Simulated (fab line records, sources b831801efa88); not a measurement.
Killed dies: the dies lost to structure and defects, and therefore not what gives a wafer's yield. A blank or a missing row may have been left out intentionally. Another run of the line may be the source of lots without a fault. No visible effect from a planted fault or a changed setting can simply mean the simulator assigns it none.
Which tool did it? :: flow gf180mcu :: 42 wafers from 14 lots sampled at 4 of the route's 602 steps

## WHAT EACH GAUGE READ, for each wafer
GF_STI_THK_MEAS_24.
lot: L173
measured: day 2 03:04
on: film_metro-02
STI_CVD_23_THK (nm): 652 651 650

lot: L174
measured: day 2 09:37
on: film_metro-02
STI_CVD_23_THK (nm): 652 646 651

lot: L175
measured: day 2 14:42
on: film_metro-02
STI_CVD_23_THK (nm): 640 644 650

lot: L176
measured: day 2 19:49
on: film_metro-03
STI_CVD_23_THK (nm): 646 643 649

lot: L178
measured: day 3 05:34
on: film_metro-03
STI_CVD_23_THK (nm): 648 652 654

lot: L181
measured: day 3 21:48
on: film_metro-02
STI_CVD_23_THK (nm): 663 665 661

lot: L185
measured: day 4 18:16
on: film_metro-03
STI_CVD_23_THK (nm): 658 656 646

lot: L186
measured: day 4 22:25
on: film_metro-02
STI_CVD_23_THK (nm): 656 651 654

lot: L188
measured: day 5 10:58
on: film_metro-03
STI_CVD_23_THK (nm): 639 643 641

lot: L190
measured: day 5 18:38
on: film_metro-01
STI_CVD_23_THK (nm): 654 647 650

lot: L191
measured: day 6 03:13
on: film_metro-02
STI_CVD_23_THK (nm): 652 650 651

lot: L194
measured: day 6 23:22
on: film_metro-02
STI_CVD_23_THK (nm): 646 647 643

lot: L195
measured: day 6 23:25
on: film_metro-02
STI_CVD_23_THK (nm): 661 649 654

lot: L196
measured: day 7 08:55
on: film_metro-02
STI_CVD_23_THK (nm): 645 648 651

GF_VT_IMPLANT_RS_MEAS_48: measures by four-point-probe.
lot: L173
measured: day 7 10:20
on: film_metro-03
LVPWELL_RS (ohm/sq): 1197 1195 1199

lot: L174
measured: day 7 19:53
on: film_metro-02
LVPWELL_RS (ohm/sq): 1189 1192 1191

lot: L175
measured: day 8 00:16
on: film_metro-03
LVPWELL_RS (ohm/sq): 1195 1193 1190

lot: L176
measured: day 8 05:15
on: film_metro-03
LVPWELL_RS (ohm/sq): 1200 1195 1195

lot: L178
measured: day 8 18:27
on: film_metro-04
LVPWELL_RS (ohm/sq): 1194 1196 1196

lot: L181
measured: day 9 14:59
on: film_metro-04
LVPWELL_RS (ohm/sq): 1110 1111 1110

lot: L185
measured: day 10 21:22
on: film_metro-02
LVPWELL_RS (ohm/sq): 1112 1112 1112

lot: L186
measured: day 11 02:15
on: film_metro-04
LVPWELL_RS (ohm/sq): 1114 1114 1112

lot: L188
measured: day 11 15:35
on: film_metro-03
LVPWELL_RS (ohm/sq): 1191 1192 1190

lot: L190
measured: day 12 04:26
on: film_metro-04
LVPWELL_RS (ohm/sq): 1202 1198 1199

lot: L191
measured: day 12 13:49
on: film_metro-03
LVPWELL_RS (ohm/sq): 1193 1194 1191

lot: L194
measured: day 14 01:04
on: film_metro-03
LVPWELL_RS (ohm/sq): 1199 1198 1197

lot: L195
measured: day 14 02:56
on: film_metro-03
LVPWELL_RS (ohm/sq): 1195 1195 1196

lot: L196
measured: day 14 15:29
on: film_metro-02
LVPWELL_RS (ohm/sq): 1197 1200 1194

GF_HV_LDD_CD_MEAS_31: target cd 400 nm.
lot: L173
measured: day 11 11:32
on: cd_sem-02
cd_nm (nm): 400.7 402.6 401.0

lot: L174
measured: day 12 00:19
on: cd_sem-02
cd_nm (nm): 399.8 400.5 401.3

lot: L175
measured: day 12 01:56
on: cd_sem-02
cd_nm (nm): 399.4 399.5 399.2

lot: L176
measured: day 12 09:14
on: cd_sem-02
cd_nm (nm): 400.6 399.6 401.8

lot: L178
measured: day 12 20:54
on: cd_sem-02
cd_nm (nm): 402.2 402.7 401.2

lot: L181
measured: day 13 21:41
on: cd_sem-02
cd_nm (nm): 400.4 401.1 399.7

lot: L185
measured: day 15 13:09
on: cd_sem-01
cd_nm (nm): 397.3 396.8 399.6

lot: L186
measured: day 15 18:10
on: cd_sem-02
cd_nm (nm): 397.6 398.7 400.2

lot: L188
measured: day 16 06:55
on: cd_sem-02
cd_nm (nm): 401.1 398.7 400.1

lot: L190
measured: day 16 23:16
on: cd_sem-02
cd_nm (nm): 400.0 398.3 400.0

lot: L191
measured: day 17 06:34
on: cd_sem-01
cd_nm (nm): 397.0 398.8 396.5

lot: L194
measured: day 19 02:19
on: cd_sem-02
cd_nm (nm): 401.4 398.6 399.7

lot: L195
measured: day 19 06:25
on: cd_sem-01
cd_nm (nm): 403.2 403.3 402.8

lot: L196
measured: day 19 18:27
on: cd_sem-02
cd_nm (nm): 399.9 400.8 401.6

## TOOL THAT RAN EACH LOT (tool first, then ch and the chambers of the sampled wafers, then the start)
lot: L173
GF_LVPWELL_IMPLANT_09: implanter-02 ch 0, day 3 20:31

lot: L174
GF_LVPWELL_IMPLANT_09: implanter-02 ch 0, day 4 04:16

lot: L175
GF_LVPWELL_IMPLANT_09: implanter-01 ch 0, day 4 08:37

lot: L176
GF_LVPWELL_IMPLANT_09: implanter-04 ch 0, day 4 13:37

lot: L178
GF_LVPWELL_IMPLANT_09: implanter-04 ch 0, day 5 00:08

lot: L181
GF_LVPWELL_IMPLANT_09: implanter-04 ch 0, day 5 18:37

lot: L185
GF_LVPWELL_IMPLANT_09: implanter-04 ch 0, day 6 18:04

lot: L186
GF_LVPWELL_IMPLANT_09: implanter-04 ch 0, day 6 21:44

lot: L188
GF_LVPWELL_IMPLANT_09: implanter-02 ch 0, day 7 09:32

lot: L190
GF_LVPWELL_IMPLANT_09: implanter-02 ch 0, day 7 18:28

lot: L191
GF_LVPWELL_IMPLANT_09: implanter-01 ch 0, day 8 02:49

lot: L194
GF_LVPWELL_IMPLANT_09: implanter-01 ch 0, day 9 06:28

lot: L195
GF_LVPWELL_IMPLANT_09: implanter-02 ch 0, day 9 07:08

lot: L196
GF_LVPWELL_IMPLANT_09: implanter-02 ch 0, day 9 19:52
- GF_LVPWELL_IMPLANT_09

## WHAT THE TOOLS THEMSELVES READ (means of the sampled wafers that have a number; where no wafer has one, the mark that the record gives instead)
GF_LVPWELL_IMPLANT_09.
lot: L173
tool: implanter-02
dose_ions_cm2: 5.011e+12
faraday_current_uA: 28.2

lot: L174
tool: implanter-02
dose_ions_cm2: 5.001e+12
faraday_current_uA: 28.2

lot: L175
tool: implanter-01
dose_ions_cm2: 5.005e+12
faraday_current_uA: 28.3

lot: L176
tool: implanter-04
dose_ions_cm2: 4.999e+12
faraday_current_uA: 28.3

lot: L178
tool: implanter-04
dose_ions_cm2: 5.007e+12
faraday_current_uA: 28.5

lot: L181
tool: implanter-04
dose_ions_cm2: 7.327e+12
faraday_current_uA: 40.8

lot: L185
tool: implanter-04
dose_ions_cm2: 7.320e+12
faraday_current_uA: 40.2

lot: L186
tool: implanter-04
dose_ions_cm2: 7.318e+12
faraday_current_uA: 40.7

lot: L188
tool: implanter-02
dose_ions_cm2: 5.006e+12
faraday_current_uA: 28.7

lot: L190
tool: implanter-02
dose_ions_cm2: 4.998e+12
faraday_current_uA: 28.1

lot: L191
tool: implanter-01
dose_ions_cm2: 4.999e+12
faraday_current_uA: 28.4

lot: L194
tool: implanter-01
dose_ions_cm2: 5.005e+12
faraday_current_uA: 28.3

lot: L195
tool: implanter-02
dose_ions_cm2: 4.997e+12
faraday_current_uA: 27.5

lot: L196
tool: implanter-02
dose_ions_cm2: 5.007e+12
faraday_current_uA: 28.2

## THE ANSWER, worked out from the rows above alone
Rule: the usual values come from the lots themselves. Put in order of their means at a reading, lots are off if they are a third of the lots or fewer, leave a main group of 4 or more, and stand apart from it by a gap of 3 or more times the standard deviation of the main group's means; of several such gaps the widest counts. If all means in a main group match to the digits the tables above print for the reading, that group is not used. A lot without any number at a reading at which 4 lots or more have one is off too. The other lots that the step has rows for count as sound. First the gauges in route order, then the tools' own readings, where a lot's mean is used as printed above. The first step at which some lot is off is used, and at that step the reading that is off furthest; a lot without a number counts as furthest.
Off: L181, L185, L186, seen at GF_VT_IMPLANT_RS_MEAS_48 (LVPWELL_RS). The main group: mean 1195 ohm/sq, standard deviation 2.8.
A tool fits if, at a process step before that reading, it ran every lot that is off, and no sound lot after the first of them. The gauges at GF_VT_IMPLANT_RS_MEAS_48 aren't tried: what is off there is off at GF_LVPWELL_IMPLANT_09 too, on other tools, and a gauge's error can't cause that. One candidate fits, namely implanter-04 at GF_LVPWELL_IMPLANT_09. Its last sound lot is L178 (day 5 00:08), its first lot that is off L181 (day 5 18:37): a fault that began between those two fits.
The tool's own readings at GF_LVPWELL_IMPLANT_09 bear it out: on the lots that are off they differ by more than 5 times the standard deviation of the sound lots' means. dose_ions_cm2 reads 7.322e+12 there against 5.003e+12 on the sound lots; faraday_current_uA reads 40.6 there against 28.2 on the sound lots.

## WHAT HAD BEEN PUT IN BY THE SIMULATOR
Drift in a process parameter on implanter-04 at GF_LVPWELL_IMPLANT_09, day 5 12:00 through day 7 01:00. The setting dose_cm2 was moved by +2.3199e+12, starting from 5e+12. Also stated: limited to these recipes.
Lots struck among those shown: L181, L185, L186. Same finding as the rule above.
